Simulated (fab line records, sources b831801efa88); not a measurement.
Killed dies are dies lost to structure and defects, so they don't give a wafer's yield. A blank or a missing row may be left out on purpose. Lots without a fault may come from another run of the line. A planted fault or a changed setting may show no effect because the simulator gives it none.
Chamber matching | flow gf180mcu | GF_V4_CMP_04 on cmp-01: 4 sister chambers
The step polishes SiO2. 4 wafers are shown with their chamber, then 9 later ones without.

WAFERS WITH THEIR CHAMBER
wafer  | chamber | time_to_endpoint_s (s)
L082.1 | 3       | 71
L085.2 | 1       | 78
L085.3 | 2       | 70
L085.4 | 0       | 87

WAFERS WITHOUT THEIR CHAMBER
wafer  | time_to_endpoint_s (s)
L090.1 | 75
L090.2 | 74
L090.3 | 84
L094.2 | 71
L094.3 | 75
L094.5 | 82
L095.1 | 78
L095.3 | 78
L095.6 | 72

WHICH CHAMBER EACH WENT THROUGH
wafer  | from the rows above          | in truth
L090.1 | can't be placed: 1 or 3 or 2 | 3
L090.2 | can't be placed: 3 or 1 or 2 | 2
L090.3 | can't be placed: 0 or 1      | 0
L094.2 | can't be placed: 3 or 2      | 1
L094.3 | can't be placed: 1 or 3 or 2 | 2
L094.5 | can't be placed: 1 or 0      | 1
L095.1 | 1                            | 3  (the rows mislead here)
L095.3 | 1                            | 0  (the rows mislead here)
L095.6 | can't be placed: 3 or 2      | 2
Placed correctly: 0 of 9. Can't be placed from these rows: 7 (the true chamber is among the candidates in 6). Placed wrongly: 2.
How it was worked out, from the rows above alone: a wafer's distance from a chamber is the root of the sum, over the readings, of the square of ((its reading less the chamber's mean) divided by the reading's scatter). The wafer belongs to the nearest chamber; if the next one is less than 2 further off, it can't be placed. A chamber's mean is the mean of its shown wafers. The scatter: with one shown wafer a chamber, the root of the mean of the squares of how far each hidden wafer lies from its nearest shown one.
